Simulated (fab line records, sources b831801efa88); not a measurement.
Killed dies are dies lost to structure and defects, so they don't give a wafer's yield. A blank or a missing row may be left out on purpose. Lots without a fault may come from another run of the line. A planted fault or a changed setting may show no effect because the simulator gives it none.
Which tool did it? | flow sky130 | 12 lots, 36 wafers sampled, at 2 steps of a route of 708

WHAT THE GAUGES READ, wafer by wafer
SKY_LOCAL_INTERCONNECT_RS_MEAS_01: measures by four-point-probe.
lot  | measured     | on            | LOCAL_INTERCONNECT_TIN_RS (ohm/sq)
L075 | day 29 15:01 | film_metro-03 | 14.13 14.20 14.13
L077 | day 30 04:47 | film_metro-03 | 14.17 14.29 14.24
L079 | day 30 22:14 | film_metro-03 | 14.32 14.20 14.18
L081 | day 31 14:22 | film_metro-03 | 14.44 14.26 14.15
L083 | day 32 11:37 | film_metro-01 | 14.49 14.59 14.44
L085 | day 32 22:38 | film_metro-03 | 14.39 14.27 14.52
L087 | day 34 14:55 | film_metro-02 | 14.02 14.18 14.07
L089 | day 34 15:52 | film_metro-03 | 14.13 14.22 14.24
L091 | day 34 18:22 | film_metro-02 | 14.11 14.04 13.95
L093 | day 34 22:13 | film_metro-01 | 14.15 14.19 14.31
L095 | day 35 22:13 | film_metro-01 | 14.13 14.06 14.16
L097 | day 36 11:23 | film_metro-03 | 14.21 14.27 14.19

WHICH TOOL RAN EACH LOT (tool, then ch and the chambers of the sampled wafers, then the start)
lot  | SKY_SD_N_RTA_14
L075 | rtp_anneal-01 ch 0, day 28 09:26
L077 | rtp_anneal-01 ch 0, day 28 21:38
L079 | rtp_anneal-01 ch 0, day 29 13:58
L081 | rtp_anneal-01 ch 0, day 30 07:44
L083 | rtp_anneal-01 ch 0, day 31 05:55
L085 | rtp_anneal-01 ch 0, day 31 17:26
L087 | rtp_anneal-01 ch 0, day 33 09:20
L089 | rtp_anneal-01 ch 0, day 33 10:08
L091 | rtp_anneal-01 ch 0, day 33 12:47
L093 | rtp_anneal-01 ch 0, day 33 17:20
L095 | rtp_anneal-01 ch 0, day 34 18:05
L097 | rtp_anneal-01 ch 0, day 35 07:32
- SKY_SD_N_RTA_14: time 2 s.

THE ANSWER, worked out from the rows above alone
Rule: what is usual is taken from the lots themselves. Put in order of their means at a reading, lots are off if they are a third of the lots or fewer, leave a main group of 4 or more, and stand apart from it by a gap of 3 or more times the standard deviation of the main group's means; of several such gaps the widest counts. A main group whose means are all the same, to the digits that the tables above print for the reading, isn't used. A lot without any number at a reading at which 4 lots or more have one is off too. The other lots that the step has rows for count as sound.
No lot is off at any reading shown: from this, nothing can be told.

WHAT THE SIMULATOR HAD PUT IN
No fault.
